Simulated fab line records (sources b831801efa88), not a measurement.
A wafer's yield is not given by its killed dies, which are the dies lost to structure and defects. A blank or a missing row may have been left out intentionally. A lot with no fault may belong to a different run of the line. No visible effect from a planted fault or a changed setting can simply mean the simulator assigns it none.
The tool behind it: which one? ; flow sky130 ; 10 lots, 30 wafers sampled, at 5 steps of a route of 708

WHAT EACH GAUGE READ, for each wafer
SKY_LOCAL_INTERCONNECT_OVL_MEAS_12.
lot;measured;on;LOCAL_INTERCONNECT_OVL (nm)
L959;day 30 17:07;overlay-02;-1 1 -5
L960;day 31 00:07;overlay-02;-16 -8 -12
L963;day 32 10:25;overlay-01;-4 -4 -8
L966;day 32 21:39;overlay-02;-8 -7 -4
L970;day 34 12:40;overlay-01;5 3 0
L971;day 34 18:38;overlay-01;-8 -9 -9
L972;day 35 00:26;overlay-02;-5 4 -2
L974;day 35 09:31;overlay-01;-5 -1 -4
L977;day 36 13:57;overlay-02;-4 -3 -4
L982;day 37 14:00;overlay-01;-6 -1 -2

SKY_METAL1_RS_MEAS_05: measurement is done with a four-point probe.
lot;measured;on;METAL1_ALCU_RS (ohm/sq)
L959;day 31 23:19;filmMetro-02;0.1284 0.1279 0.1255
L960;day 32 06:18;filmMetro-02;0.1268 0.1298 0.1300
L963;day 33 16:25;filmMetro-02;0.1271 0.1252 0.1250
L966;day 34 03:26;filmMetro-02;0.1272 0.1293 0.1286
L970;day 35 18:28;filmMetro-04;0.2569 0.2567 0.2559
L971;day 35 23:29;filmMetro-04;0.2489 0.2471 0.2423
L972;day 36 06:39;filmMetro-03;0.1252 0.1249 0.1268
L974;day 36 14:40;filmMetro-04;0.2496 0.2471 0.2450
L977;day 37 19:34;filmMetro-04;0.1259 0.1262 0.1276
L982;day 38 18:44;filmMetro-02;0.1284 0.1268 0.1270

SKY_METAL1_THK_MEAS_06: measures by xrf.
lot;measured;on;METAL1_ALCU_THK (nm)
L959;day 31 23:25;filmMetro-02;242 244 249
L960;day 32 06:25;filmMetro-02;247 240 239
L963;day 33 16:32;filmMetro-02;243 250 247
L966;day 34 03:33;filmMetro-02;245 243 243
L970;day 35 18:34;filmMetro-04;128 127 127
L971;day 35 23:37;filmMetro-04;131 131 134
L972;day 36 06:45;filmMetro-03;250 249 245
L974;day 36 14:47;filmMetro-04;130 131 132
L977;day 37 19:41;filmMetro-04;252 250 247
L982;day 38 18:52;filmMetro-02;243 246 244

EACH LOT AND THE TOOL THAT RAN IT (in order: tool; ch and the chambers of the sampled wafers; start)
lot;SKY_CONTACT_STRIP_19;SKY_METAL1_SPUTTER_02
L959;plasmaAsher-03 ch 0,1, day 31 21:52;pvdSputter-03, day 31 23:12
L960;plasmaAsher-01 ch 0,1, day 32 04:54;pvdSputter-01, day 32 06:11
L963;plasmaAsher-02 ch 0,1, day 33 14:40;pvdSputter-03, day 33 16:19
L966;plasmaAsher-02 ch 0,1, day 34 01:28;pvdSputter-01, day 34 03:20
L970;plasmaAsher-01 ch 0,1, day 35 17:05;pvdSputter-01, day 35 18:20
L971;plasmaAsher-02 ch 0,1, day 35 22:04;pvdSputter-01, day 35 23:24
L972;plasmaAsher-03 ch 0,1, day 36 05:16;pvdSputter-02, day 36 06:31
L974;plasmaAsher-02 ch 0,1, day 36 13:16;pvdSputter-01, day 36 14:34
L977;plasmaAsher-03 ch 0, day 37 18:09;pvdSputter-03, day 37 19:28
L982;plasmaAsher-01 ch 0,1, day 38 17:17;pvdSputter-02, day 38 18:39
- SKY_CONTACT_STRIP_19: strips in O2/N2.
- SKY_METAL1_SPUTTER_02: material AlCu, target thk 250 nm, time 13.3 s.

AS READ BY THE TOOLS THEMSELVES (means over the sampled wafers that have a number; for cases with no such wafer, the mark the record gives instead)
SKY_CONTACT_STRIP_19.
lot;tool;drypumpMotorCurrentA (A);n2FlowSccm (sccm);oesProductAu (a.u.);stripTimeToEndpointS (s)
L959;plasmaAsher-03;6.4;299.4;0.379;3.58
L960;plasmaAsher-01;5.3;300.6;0.379;3.61
L963;plasmaAsher-02;5.6;299.7;0.380;3.65
L966;plasmaAsher-02;5.5;300.3;0.381;3.61
L970;plasmaAsher-01;5.3;299.6;0.378;3.71
L971;plasmaAsher-02;5.5;300.1;0.382;3.62
L972;plasmaAsher-03;6.2;299.9;0.376;3.54
L974;plasmaAsher-02;5.5;299.9;0.378;3.67
L977;plasmaAsher-03;5.9;298.9;0.386;3.64
L982;plasmaAsher-01;5.3;300.9;0.382;3.64

SKY_METAL1_SPUTTER_02.
lot;tool;throttleValvePct (%)
L959;pvdSputter-03;29.7
L960;pvdSputter-01;28.3
L963;pvdSputter-03;29.6
L966;pvdSputter-01;30.1
L970;pvdSputter-01;30.1
L971;pvdSputter-01;29.7
L972;pvdSputter-02;30.6
L974;pvdSputter-01;30.0
L977;pvdSputter-03;30.2
L982;pvdSputter-02;29.8

THE ANSWER, worked out from the rows above alone
Rule: the usual values come from the lots themselves. The widest of any qualifying gaps counts: lots, ordered by their means at a reading, are off when they make up no more than a third of the lots, leave a main group of 4 or more, and stand apart from it by 3 or more times the standard deviation of that group's means. If all means in a main group match to the digits the tables above print for the reading, that group is not used. A lot without any number at a reading at which 4 lots or more have one is off too. Any other lot the step has rows for is counted as sound. Order of review: gauges by route order, followed by the tools' own readings, for which a lot's mean as printed above is used. The first step at which some lot is off is used, and at that step the reading that is off furthest; a lot without a number counts as furthest.
Off: at SKY_METAL1_RS_MEAS_05 (METAL1_ALCU_RS), L970, L971, L974. Main group: mean 0.1271 ohm/sq, sd 0.0011.
If a tool, at a process step before that reading, ran all the lots that are off and no sound lot after the first of them, it fits. The gauges at SKY_METAL1_RS_MEAS_05 are tried like those tools. One fits: pvdSputter-01 at SKY_METAL1_SPUTTER_02. Its last sound lot is L966 (day 34 03:20), its first lot that is off L970 (day 35 18:20): a fault that began between those two fits.

WHAT THE SIMULATOR PUT IN
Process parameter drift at SKY_METAL1_SPUTTER_02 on pvdSputter-01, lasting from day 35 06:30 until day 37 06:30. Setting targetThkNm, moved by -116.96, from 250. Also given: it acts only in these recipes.
Shown lots that were struck: L970, L971, L974. The rule above reached the same finding.
